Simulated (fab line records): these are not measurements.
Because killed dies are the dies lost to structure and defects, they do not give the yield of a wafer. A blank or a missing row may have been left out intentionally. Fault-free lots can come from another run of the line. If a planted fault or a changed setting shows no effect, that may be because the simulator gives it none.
8D (eight disciplines) problem report, filled in by code -- flow sfq_line -- the parts of the form that need people (team, actions taken, sign-off) are left out

1. WHAT IS WRONG
Mean of rf_fwd_power_W at SFQ_TRILAYER_M4_ETCH_METAL_ETCH_096: 501.4 W across 6 wafers in 2 lots; on wafers with no fault it is 597.1 W (standard deviation 1.9). That puts it -50 standard deviations away from the usual mean.
The step: etches Nb in Cl2/Ar, stops on SiO2, target depth 240 nm, time 120 s.
The first sign was on wafer L512.3 at day 39 11:47, on rie_metal-03. The record holds 18 wafers of 6 lots with a number at this step. Rule for "out", or "out of limits": more than 4 standard deviations from the usual mean. Any other wafer with a number is counted as sound.

2. WHAT IT IS AND WHAT IT IS NOT
question,is,is not
which readings at this step,rf_fwd_power_W,"bias_w, chamber_pressure_mTorr, drypump_motor_current_A, oes_product_au"
which lots,"L512, L513","L501, L503, L507, L519"
which wafers of those lots,all that have a number,-
read on which tools,rie_metal-03,"rie_metal-02, rie_metal-04"
when,from day 39 11:47,up to then (9 sound wafers); but 3 sound wafers of L519 came after

3. THE SUSPECTS, EACH WITH WHAT RULES IT OUT
Counting: a tool at a process step up to the reading stays a suspect if it ran every lot that is out and no sound lot after the first of them.
- rie_metal-03 at SFQ_TRILAYER_M4_BARC_OPEN_METAL_ETCH_123 (etches BARC in O2, target depth 125 nm, time 41.7 s): kept. It processed each lot that is out, first L512 at day 39 11:41, and no sound lot thereafter; up to then, the last sound lot it processed was L501 at day 36 20:16.
- rie_metal-03 at SFQ_TRILAYER_M4_ETCH_METAL_ETCH_096 (etches Nb in Cl2/Ar, stops on SiO2, target depth 240 nm, time 120 s): kept. It processed each lot that is out, first L512 at day 39 11:47, and no sound lot thereafter; up to then, the last sound lot it processed was L501 at day 36 20:20. On those wafers its own readings are out: rf_fwd_power_W.
Remaining after the count are rie_metal-03 at SFQ_TRILAYER_M4_BARC_OPEN_METAL_ETCH_123 and rie_metal-03 at SFQ_TRILAYER_M4_ETCH_METAL_ETCH_096.

4. THE CAUSE (what the simulator had put in)
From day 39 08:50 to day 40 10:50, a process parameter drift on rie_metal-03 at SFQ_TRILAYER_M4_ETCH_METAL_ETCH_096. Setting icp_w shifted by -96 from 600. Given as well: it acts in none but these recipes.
Of the 2 suspects that counting leaves, this tool is one.

5. SEQUENCE OF EFFECTS, ordered by route
One row per reading whose mean, taken over the struck wafers that have a number, lies over 3 standard deviations from the usual. Only readings for which the record gives a usual standard deviation are gone through. hours: the time from each lot's start at the first step in this table that gives one to its start at this step, as a median over the lots. sigmas: the change in usual standard deviations.
hours,step,reading,usual,on struck wafers,change,sigmas
0,SFQ_TRILAYER_M4_ETCH_METAL_ETCH_096,rf_fwd_power_W,597.1 W,501.4,-95.7,-50
Here are the process steps it includes:
- SFQ_TRILAYER_M4_ETCH_METAL_ETCH_096: etches Nb in Cl2/Ar, stops on SiO2, target depth 240 nm, time 120 s.

6. HOW IT WOULD HAVE BEEN CAUGHT EARLIER
In this record no reading fell out of limits until day 39 11:47, 3 hours after the fault had begun at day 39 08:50.
